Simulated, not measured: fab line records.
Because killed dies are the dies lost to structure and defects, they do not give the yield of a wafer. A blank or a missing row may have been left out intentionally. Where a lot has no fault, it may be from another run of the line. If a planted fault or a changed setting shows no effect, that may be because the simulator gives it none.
Comparing a struck lot with a sound one ; flow sky130 ; 17 steps out of a route of 708
Sound: the wafers L218.1, L218.5, L218.6. The struck wafers were L229.2, L229.4, L229.6. At the end, the cause is stated.
Per side, at each step with rows, come the tool, then ch with its chambers, and then its first start. Under that, the readings that differ: sound wafers ; struck wafers ; difference of the means ; sigmas: that difference in standard deviations of wafers without a fault.
alike: same words and numbers on both sides, and readings whose means sit less than 2 such deviations apart. not compared: any withheld reading, any reading some wafer has no value for, any bound like >300 that may hide the same value, and any number with overlapping values for which the record gives no deviation.
The two part at a step that has a row with sigmas, a row that says differs or no value, or rows on one side only. Numbers that don't overlap but have no deviation are shown without sigmas and don't part them. A reading missing from all wafers of one side parts the sides only when that side holds two or more wafers.

SKY_LDD_HVN_OVL_MEAS_07:
  sound on overlay-02, day 21 00:59; struck on overlay-01, day 25 04:29
  alike: LDD_HVN_OVL
next, for these wafers, 1 step has no rows: SKY_LDD_HVN_IMPLANT_08.
SKY_LDD_HVN_STRIP_09: strips in O2/N2.
  sound on plasmaAsher-03 ch 0,1, day 21 01:10; struck on plasmaAsher-03 ch 0,1, day 25 04:40
  alike: chamberPressureMTorr, drypumpMotorCurrentA, oesProductAu, stripTimeToEndpointS
  not compared: rfHoursCounterH
SKY_LDD_HVN_TW_MEAS_10:
  sound on filmMetro-03, day 21 01:16; struck on filmMetro-02, day 25 04:47
  alike: LDD_HVN_TW
then, 7 steps without rows for these wafers: SKY_LDD_HVP_DEHYDRATE_00 (time 60 s); SKY_LDD_HVP_HMDS_01 (prime time 60 s); SKY_LDD_HVP_COAT_02 (resist thk 300 nm); SKY_LDD_HVP_SOFTBAKE_03 (time 60 s); SKY_LDD_HVP_EXPOSE_04 (exposes mask HVPTM, target cd 700 nm); SKY_LDD_HVP_PEB_05; SKY_LDD_HVP_DEVELOP_06 (develop time 60 s).
SKY_LDD_HVP_OVL_MEAS_07:
  sound on overlay-01, day 22 06:58; struck on overlay-01, day 26 09:11
  alike: LDD_HVP_OVL
SKY_LDD_HVP_IMPLANT_08:
  sound on implanter-02 ch 0, day 22 07:01; struck on implanter-02 ch 0, day 26 09:15
reading;sound;struck;difference;sigmas
doseIonsCm2;1.702e+13 1.7002e+13 1.703e+13;7.66e+12 7.666e+12 7.664e+12;-9.35e+12;-99 or more
faradayCurrentUA;97.6 94.5 95.0;43.5 42.2 43.2;-52.7;-29
  alike: beamEnergyKeV
SKY_LDD_HVP_STRIP_09: strips in O2/N2.
  sound on plasmaAsher-03 ch 0,1, day 22 07:10; struck on plasmaAsher-01 ch 0,1, day 26 09:22
  alike: chamberPressureMTorr, drypumpMotorCurrentA, oesProductAu, stripTimeToEndpointS
  not compared: rfHoursCounterH
SKY_LDD_HVP_TW_MEAS_10:
  sound on filmMetro-03, day 22 07:16; struck on filmMetro-03, day 26 09:29
reading;sound;struck;difference;sigmas
LDD_HVP_TW;453.7 457.2 455.8;355.5 356.1 356.3;-99.6;-33
then, 1 step without rows for these wafers: SKY_LDD_LDN_DEHYDRATE_00 (time 60 s).
-- here the record skips 23 days between the struck wafers' starts before and after, leaving off in module LDD_LDN and picking up in module PAD_OPEN (first step shown: number 708 of the route) --
SKY_PAD_OPEN_PROBE_99:
  sound on prober-01, day 46 05:09; struck on prober-02, day 48 23:52
reading;sound;struck;difference;sigmas
model.etest.tip_p_5v.rsOhmSq;2856 2858 2865;5226 5262 5258;+2389;
model.etest.pfetG5v0d10v5.rOnOhmUm;4686 4766 4777;5157 5052 5140;+373;
model.etest.tip_p_5v.rsOhmSqRange;54.29 54.83 87.4;209.6 338.4 404.5;+252.0;
model.etest.pfetG5v0d10v5.driveUaUm;347.8 341.1 343.3;314.9 322.7 313.3;-27.1;
model.etest.pfetG5v0d10v5.offLog10AUm;-12.27 -12.35 -12.46;-13.36 -13.27 -13.43;-0.99;
model.etest.pfetG5v0d10v5.vtSatV (V);-0.6068 -0.6276 -0.6089;-0.7373 -0.6996 -0.7225;-0.1054;
  alike: killed_at_M0_to_M3, killed_at_M4_up, killedAtContacts, killedAtFrontEnd, killedAtOther, killedDies, killedOpen, killedShort
  not compared: model.etest.ring_5v.delayPs

## WHERE THEY PART
Earliest at SKY_LDD_HVP_IMPLANT_08; latest, in this record, at SKY_LDD_HVP_TW_MEAS_10. Later steps at which nothing parts them and some readings are alike: SKY_PAD_OPEN_PROBE_99.

WHY: whatever the simulator had introduced
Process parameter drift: implanter-02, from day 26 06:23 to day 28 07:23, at SKY_LDD_HVP_IMPLANT_08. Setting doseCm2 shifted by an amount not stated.
